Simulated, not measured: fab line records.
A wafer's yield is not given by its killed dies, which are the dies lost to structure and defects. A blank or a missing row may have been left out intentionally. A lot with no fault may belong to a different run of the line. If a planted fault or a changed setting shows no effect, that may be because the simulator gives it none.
fab line records | flow sky130
record lots=7 wafers=21 lastDay=50
route steps=708 shown METAL3@556 PAD_OPEN@708
lots untouched by any fault: they come from a run of this same line in which no faults occurred
startH: hours from the record's first day to the start of the lot's first wafer shown | waitH: hours from the lot's prior step to this one | " as in the row above | L1.1+2: a row that stands for several wafers | - no value present, or no start provided | * or withheld: withheld | < > ~ a bound
route shown NAME@n: a module of which the file shows steps, and the number in the route of the first | usual: average and standard deviation across the fault-free wafers | same: alike in all rows | chamber/n: place in a boat | sites: the reading at each site | _std_site: the standard deviation of these | _edge_site: inner sites' mean taken away from outer sites' mean | radiusMm: how far each site lies from the wafer's centre | mask NAME#n: copy n | behind: the last tool/chamber to shape the wafer | hold: why the lot went on hold/how many hours it stayed there/how the hold came to an end | device: the n, p or np transistor that did not switch | end of line: at the end of the route, the tests of the same wafers | for a step that has no rows: nothing shown but its recipe | killed: at the first sort, the dies lost to defects and structure; wafer yield is something else | map: per-die view of a wafer (x killed, . not killed, _ where there is no die)
set.NAME: setting as actually run; set.NAME@STEP: the setting as run at that earlier step | model.NAME: the simulator's own value behind a step, which no gauge read
lots at some steps of the route; a table a step, a row a wafer
services: a tool's chamber out of use, with start hour (startH, from the record's first day; less than 0 if before it), hours out, and reason
## steps
# step SKY_METAL3_HMDS_06
# recipe primeTimeS=60 primeTempC=120
# step SKY_METAL3_COAT_07
# recipe resist=BARC tempC=withheld timeS=withheld spinRpm=3000 resistThkNm=60
# step SKY_METAL3_COAT_08
# recipe resist=KrF-thick spinRpm=3000 resistThkNm=1140
# step SKY_METAL3_SOFTBAKE_09
# recipe tempC=100 timeS=90 resist=KrF-thick
# step SKY_METAL3_EXPOSE_10
# recipe maskId=MM3 na=0.68 sourceShape=annular sigmaInner=0.4 sigmaOuter=0.8 targetCdNm=300 doseMj=28
# step SKY_METAL3_PEB_11
# recipe pebTempC=withheld pebTimeS=withheld resist=KrF-thick
# step SKY_METAL3_DEVELOP_12
# recipe developTimeS=60 resist=KrF-thick devTempC=21.9
# step SKY_METAL3_CD_MEAS_13
# recipe targetCdNm=300
# usual cdNm=300.2/1.3
# columns lot.wafer tool chamber startH waitH cdNm
L395.1 cdSem-02 - 963.79 - 299.7
L395.5 " - " " 299.7
L395.6 " - " " 299.3
L398.3 cdSem-01 - 982.43 - 298.2
L398.5 " - " " 298.7
L398.6 " - " " 299.8
L399.1 cdSem-01 - 990.35 - 300.5
L399.4 " - " " 301.0
L399.5 " - " " 300.7
L402.2 cdSem-02 - 1003.77 - 300.0
L402.3 " - " " 299.5
L402.4 " - " " 299.9
L401.1 cdSem-01 - 1005.45 - 298.9
L401.2 " - " " 299.0
L401.4 " - " " 298.9
L409.2 cdSem-02 - 1046.22 - 300.3
L409.3 " - " " 300.8
L409.5 " - " " 299.8
L410.1 cdSem-02 - 1049.09 - 299.5
L410.3 " - " " 299.2
L410.4 " - " " 298.6
# step SKY_METAL3_OVL_MEAS_14
# usual METAL3_OVL=-5/5.7
# columns lot.wafer tool chamber startH waitH METAL3_OVL[nm]
L395.1 overlay-02 - 963.91 0.1 1
L395.5 " - " " -1
L395.6 " - " " -2
L398.3 overlay-02 - 982.52 0.1 -10
L398.5 " - " " -14
L398.6 " - " " -10
L399.1 overlay-02 - 990.47 0.1 -4
L399.4 " - " " -9
L399.5 " - " " 2
L402.2 overlay-02 - 1003.88 0.1 -5
L402.3 " - " " 4
L402.4 " - " " -7
L401.1 overlay-02 - 1005.57 0.1 -9
L401.2 " - " " -9
L401.4 " - " " -13
L409.2 overlay-02 - 1046.33 0.1 -3
L409.3 " - " " -8
L409.5 " - " " -7
L410.1 overlay-02 - 1049.21 0.1 6
L410.3 " - " " -4
L410.4 " - " " -7
# step SKY_METAL3_DESCUM_15
# recipe chemistry=O2 sourcePowerW=150 biasPowerW=0 pressureMtorr=10 tempC=40 timeS=8
# usual drypumpMotorCurrentA=5.8/0.39 oesProductAu=0.999/0.0077
# columns lot.wafer tool chamber startH waitH drypumpMotorCurrentA oesProductAu rfHoursCounterH
L395.1 rieMetal-01 0 963.95 0.0 5.5 1.010 2
L395.5 " 1 " " 6.0 1.009 -
L395.6 " 0 " " 5.5 1.013 -
L398.3 rieMetal-02 1 982.56 0.0 5.6 1.002 -
L398.5 " 1 " " 5.6 0.996 -
L398.6 " 0 " " 5.3 0.986 -
L399.1 rieMetal-01 0 990.51 0.0 5.5 1.004 3
L399.4 " 0 " " 5.5 0.999 -
L399.5 " 0 " " 5.5 1.011 -
L402.2 rieMetal-01 0 1003.91 0.0 5.5 1.002 4
L402.3 " 1 " " 6.0 0.998 -
L402.4 " 0 " " 5.5 1.012 -
L401.1 rieMetal-01 1 1005.61 0.0 6.0 1.006 8
L401.2 " 0 " " 5.5 1.001 4
L401.4 " 1 " " 6.0 1.009 -
L409.2 rieMetal-02 0 1046.36 0.0 5.3 0.995 14
L409.3 " 0 " " 5.3 0.994 -
L409.5 " 1 " " 5.6 0.999 -
L410.1 rieMetal-04 0 1049.25 0.0 5.7 1.001 6
L410.3 " 0 " " 5.7 0.991 -
L410.4 " 1 " " 6.4 1.002 -
# step SKY_METAL3_ETCH_16
# recipe chemistry=N2/H2 target=BARC ionEnergyEv=200 biasW=100 pressureMtorr=30 n2FlowSccm=100 h2FlowSccm=200 icpW=500 stopOn=SiO2 timeS=88.2 targetDepthA=600
# usual biasW=99.99/0.3 drypumpMotorCurrentA=5.8/0.39 oesProductAu=0.625/0.0048 throttleValvePct=13.205/0.0092
# columns lot.wafer tool chamber startH waitH biasW drypumpMotorCurrentA oesProductAu rfHoursCounterH throttleValvePct
L395.1 rieMetal-01 0 963.98 0.0 99.47 5.5 0.625 2 13.197
L395.5 " 1 " " 100.07 6.0 0.634 - 13.209
L395.6 " 0 " " 99.73 5.5 0.620 - 13.194
L398.3 rieMetal-02 1 982.63 0.1 100.00 5.6 0.626 - 13.220
L398.5 " 1 " " 99.93 5.6 0.631 - 13.224
L398.6 " 0 " " 99.74 5.3 0.624 - 13.205
L399.1 rieMetal-01 0 990.54 0.0 100.20 5.5 0.617 3 13.212
L399.4 " 0 " " 99.93 5.5 0.634 - 13.212
L399.5 " 0 " " 100.37 5.5 0.618 - 13.207
L402.2 rieMetal-01 0 1003.94 0.0 99.78 5.5 0.626 4 13.198
L402.3 " 1 " " 100.01 6.0 0.624 - 13.197
L402.4 " 0 " " 100.17 5.5 0.615 - 13.206
L401.1 rieMetal-01 1 1005.64 0.0 100.48 6.0 0.623 8 13.206
L401.2 " 0 " " 99.62 5.5 0.629 4 13.208
L401.4 " 1 " " 100.47 6.0 0.622 - 13.216
L409.2 rieMetal-02 0 1046.39 0.0 100.15 5.3 0.620 14 13.210
L409.3 " 0 " " 100.46 5.3 0.627 - 13.216
L409.5 " 1 " " 100.07 5.6 0.625 - 13.210
L410.1 rieMetal-04 0 1049.28 0.0 99.68 5.7 0.624 6 13.205
L410.3 " 0 " " 100.56 5.7 0.623 - 13.201
L410.4 " 1 " " 100.10 6.4 0.618 - 13.192
# step SKY_METAL3_ETCH_17
# recipe target=SiO2 stopOn=TiN chemistry=C4F8/O2/Ar sourceW=1500 biasW=1200 pressureMtorr=40 c4f8FlowSccm=withheld O2_flow_sccm=6 Ar_flow_sccm=300 timeS=3.9 targetDepthA=150
# usual biasW=1200/3.8 oesProductAu=0.757/0.007
# columns lot.wafer tool chamber startH waitH biasW oesProductAu rfHoursCounterH
L395.1 rieDiel-04 3 964.08 0.1 1200 0.765 4
L395.5 " 0 " " 1205 0.761 -
L395.6 " 1 " " 1199 0.776 -
L398.3 rieDiel-01 1 982.72 0.0 1200 0.752 12
L398.5 " 3 " " 1190 0.755 -
L398.6 " 2 " " 1194 0.768 -
L399.1 rieDiel-04 0 990.64 0.1 1193 0.753 9
L399.4 " 3 " " 1204 0.766 5
L399.5 " 2 " " 1204 0.763 -
L402.2 rieDiel-04 3 1004.04 0.1 1197 0.758 6
L402.3 " 0 " " 1200 0.761 9
L402.4 " 1 " " 1192 0.768 2
L401.1 rieDiel-01 0 1005.74 0.1 1205 0.766 11
L401.2 " 1 " " 1196 0.759 13
L401.4 " 3 " " 1197 0.766 13
L409.2 rieDiel-01 2 1046.49 0.1 1200 0.750 22
L409.3 " 3 " " 1197 0.758 15
L409.5 " 1 " " 1204 0.749 -
L410.1 rieDiel-01 2 1049.38 0.1 1199 0.748 22
L410.3 " 1 " " 1199 0.749 14
L410.4 " 3 " " 1200 0.750 15
# step SKY_METAL3_METAL_ETCH_18
# recipe targetDepthA=8450 stopOn=SiO2 overEtchFrac=0.3 timeS=183.1 chemistry=Cl2/BCl3 resistSidewallDeg=88 pressureMtorr=10 icpW=900 biasW=48.5 Cl2_flow_sccm=60 bcl3FlowSccm=30
# usual biasW=48.47/0.14 drypumpMotorCurrentA=5.8/0.39 oesProductAu=0.865/0.0073 throttleValvePct=22.264/0.0097
# columns lot.wafer tool chamber startH waitH biasW drypumpMotorCurrentA oesProductAu rfHoursCounterH throttleValvePct model.KrF-thick_of_METAL3_COAT_08.thkNm
L395.1 rieMetal-04 0 964.09 0.0 48.37 5.7 0.868 1 22.263 528.6
L395.5 " 0 " " 48.39 5.7 0.868 - 22.275 518
L395.6 " 1 " " 48.17 6.4 0.873 - 22.254 527
L398.3 rieMetal-04 0 982.80 0.1 48.40 5.7 0.868 - 22.256 523.5
L398.5 " 0 " " 48.47 5.7 0.870 - 22.274 528.3
L398.6 " 1 " " 48.50 6.4 0.872 - 22.250 519.4
L399.1 rieMetal-04 1 990.66 0.0 45.43 6.4 0.850 9 22.254 546.9
L399.4 " 0 " " 45.78 5.7 0.859 - 22.271 546.5
L399.5 " 1 " " 45.48 6.4 0.857 - 22.256 542.4
L402.2 rieMetal-04 0 1004.06 0.0 45.47 5.7 0.870 3 22.265 543.6
L402.3 " 1 " " 45.77 6.4 0.863 - 22.263 540.6
L402.4 " 0 " " 45.51 5.7 0.863 - 22.263 544.1
L401.1 rieMetal-04 0 1005.76 0.0 45.53 5.7 0.867 4 22.269 533
L401.2 " 1 " " 45.71 6.4 0.866 10 22.252 536.1
L401.4 " 1 " " 45.60 6.4 0.859 - 22.293 535.7
L409.2 rieMetal-01 0 1046.51 0.0 48.57 5.5 0.877 7 22.261 519.6
L409.3 " 0 " " 48.39 5.5 0.876 - 22.282 514.8
L409.5 " 0 " " 48.37 5.5 0.871 - 22.258 515.2
L410.1 rieMetal-02 1 1049.40 0.0 48.74 5.6 0.867 18 22.258 531.7
L410.3 " 0 " " 48.39 5.3 0.861 - 22.245 536
L410.4 " 1 " " 48.49 5.6 0.864 - 22.258 534.7
# step SKY_METAL3_STRIP_19
# recipe chemistry=O2/N2 powerW=1400 pressureMtorr=1500 platenTempC=withheld o2FlowSccm=3000 n2FlowSccm=300 overashFraction=0.5
# usual drypumpMotorCurrentA=5.8/0.48 oesProductAu=0.501/0.0055 stripTimeToEndpointS=6.52/0.072
# columns lot.wafer tool chamber startH waitH drypumpMotorCurrentA oesProductAu rfHoursCounterH stripTimeToEndpointS
L395.1 plasmaAsher-02 1 964.27 0.1 5.7 0.498 74 6.53
L395.5 " 0 " " 5.4 0.500 - 6.45
L395.6 " 1 " " 5.7 0.499 - 6.53
L398.3 plasmaAsher-02 0 982.95 0.1 5.4 0.499 - 6.50
L398.5 " 1 " " 5.7 0.495 - 6.54
L398.6 " 0 " " 5.4 0.490 - 6.47
L399.1 plasmaAsher-04 1 990.84 0.1 6.5 0.506 22 6.75
L399.4 " 0 " " 6.4 0.510 - 6.73
L399.5 " 0 " " 6.4 0.516 - 6.69
L402.2 plasmaAsher-02 1 1004.23 0.1 5.7 0.510 78 6.70
L402.3 " 0 " " 5.4 0.509 - 6.67
L402.4 " 1 " " 5.6 0.508 - 6.70
L401.1 plasmaAsher-02 1 1005.93 0.1 5.7 0.501 78 6.59
L401.2 " 0 " " 5.4 0.505 78 6.62
L401.4 " 0 " " 5.4 0.505 - 6.61
L409.2 plasmaAsher-04 1 1046.68 0.1 6.5 0.501 26 6.43
L409.3 " 0 " " 6.4 0.497 - 6.43
L409.5 " 1 " " 6.5 0.501 - 6.42
L410.1 plasmaAsher-04 1 1049.57 0.1 6.5 0.503 26 6.59
L410.3 " 1 " " 6.5 0.510 - 6.62
L410.4 " 0 " " 6.4 0.510 - 6.62
# step SKY_PAD_OPEN_PROBE_99
# usual defectLimitedYield=82.6/1.9 killed_at_M0_to_M3=43/6.5 killed_at_M4_up=3.2/1.8 killedAtContacts=24/5 killedAtFrontEnd=15/4.1 killedAtOther=0.3/0.54 killedDies=85/9.3 killedOnRim=16/4.1 killedOpen=47/7.2 killedShort=39/5.9 sort_bin_3_pad_short=0.9/0.4 sort_bin_5_function=10.3/1.5 sort_bin_6_memory=6.2/1.2 sortNPass=407/9.3 sortYieldPct=82.6/1.9
# same grossDies=492 killedAtBackSide=0 sort_bin_4_leakage[%]=0 sort_bin_8_speed[%]=0
# columns lot.wafer tool chamber startH waitH defectLimitedYield[%] killed_at_M0_to_M3 killed_at_M4_up killedAtContacts killedAtFrontEnd killedAtOther killedDies killedOnRim killedOpen killedShort sort_bin_3_pad_short[%] sort_bin_5_function[%] sort_bin_6_memory[%] sortNPass sortYieldPct[%]
L395.1 prober-02 - 1126.15 0.1 82.5 52 3 18 12 1 86 14 47 39 0.8 10.4 6.3 406 82.5
L395.5 prober-02 - 1126.35 0.2 82.7 44 4 22 14 1 85 21 48 37 1.6 9.3 6.3 407 82.7
L395.6 prober-02 - 1126.40 0.2 86.0 39 3 15 11 1 69 16 42 26 0.4 10.6 3.0 423 86.0
L402.2 prober-02 - 1157.66 0.1 87.2 31 2 22 8 0 63 10 33 30 0.6 7.1 5.1 429 87.2
L402.3 prober-02 - 1157.71 0.2 81.3 39 2 32 19 0 92 17 56 36 1.0 12.0 5.7 400 81.3
L402.4 prober-02 - 1157.76 0.2 84.6 39 4 18 15 0 76 18 38 38 0.4 9.3 5.7 416 84.6
L401.1 prober-01 - 1159.11 0.1 81.1 53 2 23 15 0 93 15 52 41 1.0 12.2 5.7 399 81.1
L401.2 prober-01 - 1159.16 0.1 80.7 48 4 29 14 0 95 11 55 40 1.0 11.2 7.1 397 80.7
L401.4 prober-01 - 1159.26 0.2 80.9 34 5 38 17 0 94 20 60 34 1.0 12.4 5.7 398 80.9
L409.2 prober-02 - 1189.34 0.1 83.3 42 4 26 10 0 82 19 44 38 0.6 10.2 5.9 410 83.3
L409.3 prober-02 - 1189.39 0.2 78.9 49 3 29 23 0 104 17 55 49 1.0 12.8 7.3 388 78.9
L409.5 prober-02 - 1189.49 0.2 84.1 44 1 22 10 1 78 13 41 37 1.4 9.3 5.1 414 84.1
L410.1 prober-02 - 1191.67 0.1 83.9 34 6 23 16 0 79 11 39 40 0.6 10.0 5.5 413 83.9
L410.3 prober-02 - 1191.77 0.2 83.1 41 3 18 21 0 83 18 47 36 0.6 9.1 7.1 409 83.1
L410.4 prober-02 - 1191.82 0.2 83.3 48 2 24 8 0 82 12 44 37 1.4 9.6 5.7 410 83.3
# killed by level:class
L395.1 VIA1:geometricParticle:open=13 CONTACT:geometricParticle:open=10 VIA1:geometricParticle:short=7 VIA2:geometricParticle:open=7 METAL2:geometricParticle:short=5 VIA3:geometricParticle:open=5 CONTACT:geometricParticle:short=4 METAL1:geometricParticle:short=4
L395.5 VIA1:geometricParticle:open=9 METAL2:geometricParticle:short=8 VIA3:geometricParticle:open=7 LI_CONTACT:geometricParticle:open=7 CONTACT:geometricParticle:open=6 VIA2:geometricParticle:open=6 FIELD_ISO:geometricParticle:open=5 VIA1:geometricParticle:short=5
L395.6 VIA1:geometricParticle:open=13 CONTACT:geometricParticle:short=6 VIA2:geometricParticle:open=6 VIA1:geometricParticle:short=5 VIA3:geometricParticle:open=5 CONTACT:geometricParticle:open=4 POLY_GATE:geometricParticle:open=3 METAL2:geometricParticle:short=3
L402.2 VIA1:geometricParticle:open=9 CONTACT:geometricParticle:open=8 LI_CONTACT:geometricParticle:open=6 LI_CONTACT:geometricParticle:short=4 VIA1:geometricParticle:short=4 METAL1:geometricParticle:short=4 VIA2:geometricParticle:open=4 METAL2:geometricParticle:short=3
L402.3 CONTACT:geometricParticle:open=11 LI_CONTACT:geometricParticle:open=9 VIA1:geometricParticle:open=9 FIELD_ISO:geometricParticle:open=8 VIA3:geometricParticle:open=7 LI_CONTACT:geometricParticle:short=6 VIA3:geometricParticle:short=5 METAL2:geometricParticle:short=5
L402.4 VIA3:geometricParticle:open=6 CONTACT:geometricParticle:open=6 VIA2:geometricParticle:open=6 VIA1:geometricParticle:open=5 METAL1:geometricParticle:short=5 FIELD_ISO:geometricParticle:open=4 POLY_GATE:geometricParticle:short=4 VIA1:geometricParticle:short=4
L401.1 VIA1:geometricParticle:open=21 CONTACT:geometricParticle:open=8 LI_CONTACT:geometricParticle:open=8 FIELD_ISO:geometricParticle:short=6 VIA1:geometricParticle:short=6 VIA2:geometricParticle:short=6 VIA2:geometricParticle:open=5 FIELD_ISO:geometricParticle:open=4
L401.2 VIA2:geometricParticle:open=15 LI_CONTACT:geometricParticle:open=10 CONTACT:geometricParticle:open=9 VIA1:geometricParticle:open=7 METAL2:geometricParticle:short=7 FIELD_ISO:geometricParticle:short=5 VIA3:geometricParticle:open=5 LOCAL_INTERCONNECT:geometricParticle:short=4
L401.4 CONTACT:geometricParticle:open=18 VIA1:geometricParticle:open=9 LI_CONTACT:geometricParticle:open=8 VIA2:geometricParticle:open=8 FIELD_ISO:geometricParticle:open=6 LOCAL_INTERCONNECT:geometricParticle:short=6 POLY_GATE:geometricParticle:open=5 METAL4:geometricParticle:short=4
L409.2 CONTACT:geometricParticle:open=12 VIA1:geometricParticle:open=10 METAL2:geometricParticle:short=7 LI_CONTACT:geometricParticle:open=6 FIELD_ISO:geometricParticle:open=4 LOCAL_INTERCONNECT:geometricParticle:short=4 CONTACT:geometricParticle:short=4 VIA1:geometricParticle:short=4
L409.3 CONTACT:geometricParticle:open=13 VIA1:geometricParticle:open=12 METAL2:geometricParticle:short=10 FIELD_ISO:geometricParticle:open=6 VIA3:geometricParticle:open=6 FIELD_ISO:geometricParticle:short=5 LOCAL_INTERCONNECT:geometricParticle:short=5 VIA1:geometricParticle:short=5
L409.5 VIA1:geometricParticle:open=13 CONTACT:geometricParticle:open=8 CONTACT:geometricParticle:short=7 METAL2:geometricParticle:short=5 VIA2:geometricParticle:open=5 VIA3:geometricParticle:open=5 METAL1:geometricParticle:short=4 METAL3:geometricParticle:short=4
L410.1 LI_CONTACT:geometricParticle:open=9 VIA1:geometricParticle:open=8 CONTACT:geometricParticle:open=6 CONTACT:geometricParticle:short=6 VIA1:geometricParticle:short=6 VIA2:geometricParticle:open=5 METAL4:geometricParticle:short=5 FIELD_ISO:geometricParticle:short=4
L410.3 VIA3:geometricParticle:open=9 POLY_GATE:geometricParticle:short=8 CONTACT:geometricParticle:open=8 VIA1:geometricParticle:open=7 LI_CONTACT:geometricParticle:open=5 VIA2:geometricParticle:open=5 VIA1:geometricParticle:short=4 POLY_GATE:geometricParticle:open=3
L410.4 CONTACT:geometricParticle:open=9 VIA1:geometricParticle:open=9 METAL1:geometricParticle:short=7 VIA1:geometricParticle:short=6 CONTACT:geometricParticle:short=6 VIA2:geometricParticle:open=6 VIA3:geometricParticle:open=5 POLY_GATE:geometricParticle:open=4
## services
# columns tool chamber startH hours kind
rieDiel-04 1 944.02 - clean
rieDiel-04 1 944.02 13.4 scheduledDown
rieDiel-04 1 944.02 13.4 ventCycle
rieDiel-01 3 951.06 4.3 repair
plasmaAsher-02 - 972.14 2.8 pm
rieDiel-01 3 972.41 4.2 repair
rieDiel-01 - 975.29 4.3 pm
rieMetal-02 1 985.15 4.3 repair
plasmaAsher-04 - 995.83 14.6 pm
rieDiel-01 3 1010.58 3.6 repair
plasmaAsher-04 - 1026.18 3.5 repair
rieDiel-01 2 1031.23 9.3 repair
rieDiel-04 0 1037.37 8.9 repair
## key
firstSign step=SKY_METAL3_METAL_ETCH_18 reading=biasW direction=down sigmas=21 usual=48.47 struck=45.59
effect none on later readings
modelEffect step=SKY_METAL3_METAL_ETCH_18 value=KrF-thick_of_METAL3_COAT_08.thkNm without=526.7 struck=541
metAt SKY_METAL3_METAL_ETCH_18
struckWafers L399.1,L399.4,L399.5,L401.1,L401.2,L401.4,L402.2,L402.3,L402.4
onsetBetween 982.80 990.66
fault kind=processParameterDrift tool=rieMetal-04 chamber=- onsetH=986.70 steps=SKY_METAL3_METAL_ETCH_18 channel=biasW offset=-2.9373 shape=step endH=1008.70 actsIn=theseRecipesOnly stated=48.5
